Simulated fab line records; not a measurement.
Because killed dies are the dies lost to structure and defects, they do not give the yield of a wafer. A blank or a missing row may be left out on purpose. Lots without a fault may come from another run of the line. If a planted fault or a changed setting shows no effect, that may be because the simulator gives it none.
fab line records + flow sky130
record
- lots=14
- wafers=42
- last-day=51
route steps=708 shown CONTACT@423 METAL1@436
lots that met no fault: taken from a fault-free run of the same line
start-h: hours from the record's opening day to when the first of the lot's shown wafers began + wait-h: hours since the lot's step before + " repeats the value in the row above + L1.1+2: several wafers, shown together as one row + - no value, or no start given + * or withheld: withheld + < > ~ a bound
route shown NAME@n: NAME is a module with steps in the file, n the number in the route of the first one + usual: average and standard deviation across the fault-free wafers + same: alike in all rows + chamber/n: place in a boat + sites: the reading at each site + _std_site: standard deviation across them + _edge_site: mean of outer sites minus mean of inner sites + radius-mm: for every site, how far away it sits from the centre of the wafer + mask NAME#n: copy n + behind: tool/chamber where the wafer was last shaped + hold: why the lot was held/for how many hours/how that ended + device: transistor that didn't switch, given as n, p or np + end of line: tests run on the same wafers once the route is complete + a step without rows: its recipe alone + killed: dies lost to structure and defects at the first sort, not the wafer's yield + map: per-die view of a wafer (x killed, . not killed, _ where there is no die)
set.NAME: the setting the step ran with; set.NAME@STEP: the setting that earlier step ran with + model.NAME: the simulator's own value behind a step, which no gauge read
one table for each step of the route and one row for each wafer, over a sample of lots
services: a tool's chamber out of use, with start hour (start-h, from the record's first day; less than 0 if before it), hours out, and reason
## steps
# step SKY_CONTACT_ETCH_17
# recipe
- target=SiO2
- chemistry=C4F8/O2/Ar
- stop-on=Si3N4
- mask-material=KrF-thick
- source-w=1500
- bias-w=1200
- pressure-mtorr=40
- c4f8-flow-sccm=withheld
- O2_flow_sccm=6
- Ar_flow_sccm=300
- time-s=withheld
- target-depth-a=3400
# usual
- oes-product-au=0.891/0.0048
| lot.wafer | tool        | chamber | start-h | wait-h | oes-product-au |
|-----------|-------------|---------|---------|--------|----------------|
| L518.2    | rie-diel-01 | 0       | 761.70  | 0.0    | 0.894          |
| L518.3    | "           | 2       | "       | "      | 0.887          |
| L518.6    | "           | 0       | "       | "      | 0.893          |
| L519.1    | rie-diel-02 | 2       | 762.82  | 0.0    | 0.900          |
| L519.5    | "           | 2       | "       | "      | 0.892          |
| L519.6    | "           | 3       | "       | "      | 0.893          |
| L520.1    | rie-diel-01 | 0       | 764.05  | 0.0    | 0.894          |
| L520.4    | "           | 2       | "       | "      | 0.889          |
| L520.5    | "           | 0       | "       | "      | 0.889          |
| L522.3    | rie-diel-01 | 0       | 767.20  | 0.0    | 0.898          |
| L522.4    | "           | 2       | "       | "      | 0.887          |
| L522.5    | "           | 2       | "       | "      | 0.882          |
| L523.3    | rie-diel-01 | 1       | 779.15  | 0.0    | 0.899          |
| L523.5    | "           | 2       | "       | "      | 0.890          |
| L523.6    | "           | 3       | "       | "      | 0.894          |
| L525.2    | rie-diel-02 | 1       | 801.76  | 0.0    | 0.895          |
| L525.4    | "           | 3       | "       | "      | 0.887          |
| L525.5    | "           | 0       | "       | "      | 0.890          |
| L528.1    | rie-diel-01 | 3       | 812.21  | 0.0    | 0.893          |
| L528.2    | "           | 2       | "       | "      | 0.892          |
| L528.3    | "           | 0       | "       | "      | 0.898          |
| L529.2    | rie-diel-03 | 2       | 828.72  | 0.0    | 0.882          |
| L529.4    | "           | 0       | "       | "      | 0.888          |
| L529.6    | "           | 2       | "       | "      | 0.886          |
| L530.3    | rie-diel-03 | 2       | 838.46  | 0.0    | 0.890          |
| L530.4    | "           | 1       | "       | "      | 0.891          |
| L530.6    | "           | 2       | "       | "      | 0.878          |
| L535.3    | rie-diel-02 | 0       | 868.37  | 0.0    | 0.897          |
| L535.4    | "           | 1       | "       | "      | 0.892          |
| L535.6    | "           | 0       | "       | "      | 0.886          |
| L537.1    | rie-diel-03 | 3       | 896.66  | 0.0    | 0.889          |
| L537.2    | "           | 2       | "       | "      | 0.894          |
| L537.3    | "           | 1       | "       | "      | 0.893          |
| L538.1    | rie-diel-01 | 1       | 912.91  | 0.0    | 0.892          |
| L538.3    | "           | 3       | "       | "      | 0.884          |
| L538.6    | "           | 1       | "       | "      | 0.884          |
| L540.1    | rie-diel-01 | 2       | 927.81  | 0.0    | 0.896          |
| L540.2    | "           | 0       | "       | "      | 0.892          |
| L540.4    | "           | 3       | "       | "      | 0.892          |
| L539.1    | rie-diel-03 | 2       | 930.21  | 0.0    | 0.897          |
| L539.3    | "           | 1       | "       | "      | 0.894          |
| L539.4    | "           | 0       | "       | "      | 0.896          |
# step SKY_METAL1_SPUTTER_02
# recipe
- material=AlCu
- target-thk-nm=250
- power-w=10600
- time-s=13.3
- chamber-pressure-pa=0.4
# usual
- cathode-dc-power-W=10600/1.9
- throttle-valve-pct=30.3/1.2
| lot.wafer | tool           | chamber | start-h | wait-h | cathode-dc-power-W | throttle-valve-pct |
|-----------|----------------|---------|---------|--------|--------------------|--------------------|
| L518.2    | pvd-sputter-01 | -       | 763.09  | 0.0    | 10600              | 31.0               |
| L518.3    | "              | -       | "       | "      | 10600              | 32.7               |
| L518.6    | "              | -       | "       | "      | 10598              | 29.5               |
| L519.1    | pvd-sputter-04 | -       | 764.20  | 0.0    | 10600              | 29.6               |
| L519.5    | "              | -       | "       | "      | 10598              | 28.1               |
| L519.6    | "              | -       | "       | "      | 10602              | 29.5               |
| L520.1    | pvd-sputter-04 | -       | 765.44  | 0.0    | 10601              | 29.4               |
| L520.4    | "              | -       | "       | "      | 10601              | 29.8               |
| L520.5    | "              | -       | "       | "      | 10599              | 29.7               |
| L522.3    | pvd-sputter-01 | -       | 768.59  | 0.0    | 10602              | 30.7               |
| L522.4    | "              | -       | "       | "      | 10602              | 30.5               |
| L522.5    | "              | -       | "       | "      | 10602              | 29.6               |
| L523.3    | pvd-sputter-01 | -       | 780.54  | 0.0    | 10600              | 32.6               |
| L523.5    | "              | -       | "       | "      | 10599              | 31.0               |
| L523.6    | "              | -       | "       | "      | 10601              | 30.6               |
| L525.2    | pvd-sputter-01 | -       | 803.39  | 0.0    | 10603              | 30.8               |
| L525.4    | "              | -       | "       | "      | 10602              | 30.6               |
| L525.5    | "              | -       | "       | "      | 10599              | 29.6               |
| L528.1    | pvd-sputter-01 | -       | 813.60  | 0.0    | 10599              | 30.7               |
| L528.2    | "              | -       | "       | "      | 10598              | 32.9               |
| L528.3    | "              | -       | "       | "      | 10600              | 30.5               |
| L529.2    | pvd-sputter-04 | -       | 830.10  | 0.0    | 10600              | 28.0               |
| L529.4    | "              | -       | "       | "      | 10597              | 29.6               |
| L529.6    | "              | -       | "       | "      | 10601              | 29.5               |
| L530.3    | pvd-sputter-01 | -       | 839.95  | 0.0    | 10598              | 29.4               |
| L530.4    | "              | -       | "       | "      | 10601              | 30.9               |
| L530.6    | "              | -       | "       | "      | 10599              | 29.4               |
| L535.3    | pvd-sputter-01 | -       | 869.83  | 0.0    | 10600              | 30.6               |
| L535.4    | "              | -       | "       | "      | 10599              | 30.4               |
| L535.6    | "              | -       | "       | "      | 10603              | 30.7               |
| L537.1    | pvd-sputter-01 | -       | 898.04  | 0.0    | 10598              | 29.7               |
| L537.2    | "              | -       | "       | "      | 10603              | 32.5               |
| L537.3    | "              | -       | "       | "      | 10604              | 30.5               |
| L538.1    | pvd-sputter-02 | -       | 914.29  | 0.0    | 10599              | 28.9               |
| L538.3    | "              | -       | "       | "      | 10598              | 30.5               |
| L538.6    | "              | -       | "       | "      | 10599              | 30.3               |
| L540.1    | pvd-sputter-04 | -       | 929.19  | 0.0    | 10604              | 29.5               |
| L540.2    | "              | -       | "       | "      | 10605              | 29.7               |
| L540.4    | "              | -       | "       | "      | 10595              | 28.0               |
| L539.1    | pvd-sputter-04 | -       | 931.67  | 0.0    | 10602              | 30.1               |
| L539.3    | "              | -       | "       | "      | 10601              | 29.4               |
| L539.4    | "              | -       | "       | "      | 10600              | 31.2               |
# step SKY_METAL1_EXPOSE_12
# recipe
- mask-id=MM1
- na=0.8
- source-shape=annular
- sigma-inner=0.55
- sigma-outer=0.85
- target-cd-nm=140
- dose-mj=28
# usual
- exposure-dose-mJ-cm2=28.05/0.1
- focus-offset-nm=0.1/0.61
| lot.wafer | tool           | chamber | start-h | wait-h | mask  | exposure-dose-mJ-cm2 | focus-offset-nm |
|-----------|----------------|---------|---------|--------|-------|----------------------|-----------------|
| L518.2    | krf-scanner-02 | 0       | 777.58  | -      | MM1#0 | 27.97                | 0.2             |
| L518.3    | "              | 0       | "       | "      | MM1#0 | 27.96                | 0.2             |
| L518.6    | "              | 0       | "       | "      | MM1#0 | 27.98                | 0.3             |
| L519.1    | krf-scanner-02 | 0       | 778.56  | -      | MM1#0 | 27.98                | 0.3             |
| L519.5    | "              | 0       | "       | "      | MM1#0 | 27.95                | 1.1             |
| L519.6    | "              | 0       | "       | "      | MM1#0 | 27.97                | -0.1            |
| L520.1    | krf-scanner-01 | 0       | 779.65  | -      | MM1#0 | 28.21                | 0.5             |
| L520.4    | "              | 0       | "       | "      | MM1#0 | 28.19                | 0.0             |
| L520.5    | "              | 0       | "       | "      | MM1#0 | 28.19                | 0.7             |
| L522.3    | krf-scanner-01 | 0       | 782.45  | -      | MM1#0 | 28.14                | 0.5             |
| L522.4    | "              | 0       | "       | "      | MM1#0 | 28.13                | -0.1            |
| L522.5    | "              | 0       | "       | "      | MM1#0 | 28.16                | -0.1            |
| L523.3    | krf-scanner-01 | 0       | 794.00  | -      | MM1#0 | 28.17                | 1.5             |
| L523.5    | "              | 0       | "       | "      | MM1#0 | 28.16                | 0.3             |
| L523.6    | "              | 0       | "       | "      | MM1#0 | 28.16                | 0.7             |
| L525.2    | krf-scanner-02 | 0       | 817.18  | -      | MM1#0 | 27.93                | 0.4             |
| L525.4    | "              | 0       | "       | "      | MM1#0 | 27.93                | 0.2             |
| L525.5    | "              | 0       | "       | "      | MM1#0 | 27.95                | 0.3             |
| L528.1    | krf-scanner-01 | 0       | 826.43  | -      | MM1#0 | 28.25                | 1.3             |
| L528.2    | "              | 0       | "       | "      | MM1#0 | 28.19                | 1.4             |
| L528.3    | "              | 0       | "       | "      | MM1#0 | 28.19                | 0.9             |
| L529.2    | krf-scanner-01 | -       | 842.98  | -      | MM1#0 | -                    | -               |
| L529.4    | "              | -       | "       | "      | MM1#0 | -                    | -               |
| L529.6    | "              | -       | "       | "      | MM1#0 | -                    | -               |
| L530.3    | krf-scanner-02 | -       | 852.98  | -      | MM1#0 | -                    | -               |
| L530.4    | "              | -       | "       | "      | MM1#0 | -                    | -               |
| L530.6    | "              | -       | "       | "      | MM1#0 | -                    | -               |
| L535.3    | krf-scanner-02 | 0       | 883.25  | -      | MM1#0 | 27.99                | -0.8            |
| L535.4    | "              | 0       | "       | "      | MM1#0 | 28.01                | -0.8            |
| L535.6    | "              | 0       | "       | "      | MM1#0 | 28.02                | -0.3            |
| L537.1    | krf-scanner-02 | 0       | 910.92  | -      | MM1#0 | 27.99                | -0.2            |
| L537.2    | "              | 0       | "       | "      | MM1#0 | 27.98                | 0.3             |
| L537.3    | "              | 0       | "       | "      | MM1#0 | 27.94                | 0.2             |
| L538.1    | krf-scanner-02 | 0       | 927.26  | -      | MM1#0 | 27.96                | -0.7            |
| L538.3    | "              | 0       | "       | "      | MM1#0 | 27.98                | -0.3            |
| L538.6    | "              | 0       | "       | "      | MM1#0 | 28.00                | -0.4            |
| L540.1    | krf-scanner-01 | 0       | 941.77  | -      | MM1#0 | 28.14                | 0.4             |
| L540.2    | "              | 0       | "       | "      | MM1#0 | 28.19                | 0.5             |
| L540.4    | "              | 0       | "       | "      | MM1#0 | 28.14                | 0.0             |
| L539.1    | krf-scanner-01 | 0       | 944.47  | -      | MM1#0 | 28.17                | 0.0             |
| L539.3    | "              | 0       | "       | "      | MM1#0 | 28.25                | 1.1             |
| L539.4    | "              | 0       | "       | "      | MM1#0 | 28.18                | 0.9             |
# step SKY_METAL1_CD_MEAS_15
# recipe
- target-cd-nm=140
# usual
- cd-nm=139.5/1.8
| lot.wafer | tool      | chamber | start-h | wait-h | cd-nm |
|-----------|-----------|---------|---------|--------|-------|
| L518.2    | cd-sem-01 | -       | 790.39  | -      | 140.4 |
| L518.3    | "         | -       | "       | "      | 140.2 |
| L518.6    | "         | -       | "       | "      | 142.1 |
| L519.1    | cd-sem-02 | -       | 791.26  | -      | 138.8 |
| L519.5    | "         | -       | "       | "      | 138.1 |
| L519.6    | "         | -       | "       | "      | 138.1 |
| L520.1    | cd-sem-01 | -       | 792.41  | -      | 139.0 |
| L520.4    | "         | -       | "       | "      | 141.8 |
| L520.5    | "         | -       | "       | "      | 139.9 |
| L522.3    | cd-sem-02 | -       | 795.30  | -      | 137.4 |
| L522.4    | "         | -       | "       | "      | 136.9 |
| L522.5    | "         | -       | "       | "      | 138.9 |
| L523.3    | cd-sem-01 | -       | 807.05  | -      | 138.8 |
| L523.5    | "         | -       | "       | "      | 139.9 |
| L523.6    | "         | -       | "       | "      | 139.5 |
| L525.2    | cd-sem-01 | -       | 830.33  | -      | 140.0 |
| L525.4    | "         | -       | "       | "      | 139.8 |
| L525.5    | "         | -       | "       | "      | 139.7 |
| L528.1    | cd-sem-02 | -       | 839.36  | -      | 139.4 |
| L528.2    | "         | -       | "       | "      | 140.6 |
| L528.3    | "         | -       | "       | "      | 139.6 |
| L529.2    | cd-sem-02 | -       | 855.68  | -      | -     |
| L529.4    | "         | -       | "       | "      | -     |
| L529.6    | "         | -       | "       | "      | -     |
| L530.3    | cd-sem-02 | -       | 866.35  | -      | -     |
| L530.4    | "         | -       | "       | "      | -     |
| L530.6    | "         | -       | "       | "      | -     |
| L535.3    | cd-sem-02 | -       | 895.71  | -      | 140.6 |
| L535.4    | "         | -       | "       | "      | 139.2 |
| L535.6    | "         | -       | "       | "      | 138.9 |
| L537.1    | cd-sem-02 | -       | 923.32  | -      | 142.2 |
| L537.2    | "         | -       | "       | "      | 144.0 |
| L537.3    | "         | -       | "       | "      | 142.4 |
| L538.1    | cd-sem-01 | -       | 939.06  | -      | 134.7 |
| L538.3    | "         | -       | "       | "      | 136.8 |
| L538.6    | "         | -       | "       | "      | 136.6 |
| L540.1    | cd-sem-01 | -       | 954.01  | -      | 140.1 |
| L540.2    | "         | -       | "       | "      | 140.2 |
| L540.4    | "         | -       | "       | "      | 140.0 |
| L539.1    | cd-sem-02 | -       | 956.22  | -      | 139.0 |
| L539.3    | "         | -       | "       | "      | 138.2 |
| L539.4    | "         | -       | "       | "      | 136.9 |
## services
| tool           | chamber | start-h | hours | kind   |
|----------------|---------|---------|-------|--------|
| krf-scanner-01 | -       | 744.01  | 0.8   | pm     |
| krf-scanner-01 | -       | 761.02  | 1.3   | pm     |
| pvd-sputter-02 | -       | 763.69  | 4.2   | repair |
| krf-scanner-01 | -       | 767.55  | 4.4   | pm     |
| rie-diel-03    | 3       | 769.46  | 4.5   | repair |
| krf-scanner-02 | -       | 771.92  | 1.3   | pm     |
| rie-diel-03    | 0       | 774.88  | 7.7   | repair |
| rie-diel-02    | 1       | 780.02  | 6.7   | repair |
| krf-scanner-01 | -       | 780.87  | 0.3   | repair |
| pvd-sputter-01 | -       | 794.84  | 3.5   | repair |
| rie-diel-03    | 3       | 800.84  | 39.9  | repair |
| krf-scanner-02 | -       | 802.45  | 0.5   | repair |
| krf-scanner-01 | -       | 814.54  | 1.0   | pm     |
| rie-diel-01    | 3       | 825.12  | 16.6  | repair |
| krf-scanner-01 | -       | 848.65  | 82.9  | repair |
| pvd-sputter-02 | -       | 855.11  | 2.4   | repair |
| pvd-sputter-02 | -       | 880.88  | 0.8   | repair |
| krf-scanner-02 | -       | 894.69  | 0.8   | pm     |
| krf-scanner-01 | -       | 895.08  | 0.6   | repair |
| krf-scanner-02 | -       | 902.01  | 1.0   | pm     |
| krf-scanner-02 | -       | 919.92  | 0.6   | repair |
| krf-scanner-01 | -       | 931.59  | 0.8   | pm     |
| krf-scanner-01 | -       | 937.00  | 1.3   | pm     |
| krf-scanner-02 | -       | 940.29  | 5.5   | repair |
## key
first-sign
- step=SKY_METAL1_EXPOSE_12
- reading=tool-record
- direction=missing
effect none on later readings
met-at SKY_METAL1_EXPOSE_12
struck-lots L529,L530
later-rows-left-out L529.2,L529.4,L529.6,L530.3,L530.4,L530.6
sort-left-out L529.2,L529.4,L529.6,L530.3,L530.4,L530.6
not-acting-at SKY_CONTACT_ETCH_17,SKY_METAL1_SPUTTER_02,SKY_METAL1_CD_MEAS_15
onset-between 826.43 842.98
fault
- kind=skipped-step-whole
- tool=krf-scanner-01,krf-scanner-02
- chamber=-
- onset-h=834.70
- steps=SKY_METAL1_EXPOSE_12
- scope=struck-lots-only
# sort-left-out: the simulated sort isn't trusted on such a fault, so these wafers' sort isn't shown, and their yield isn't known
# later-rows-left-out: the simulator's readings of these wafers behind a module that went badly wrong aren't trusted and aren't shown, but for the sort
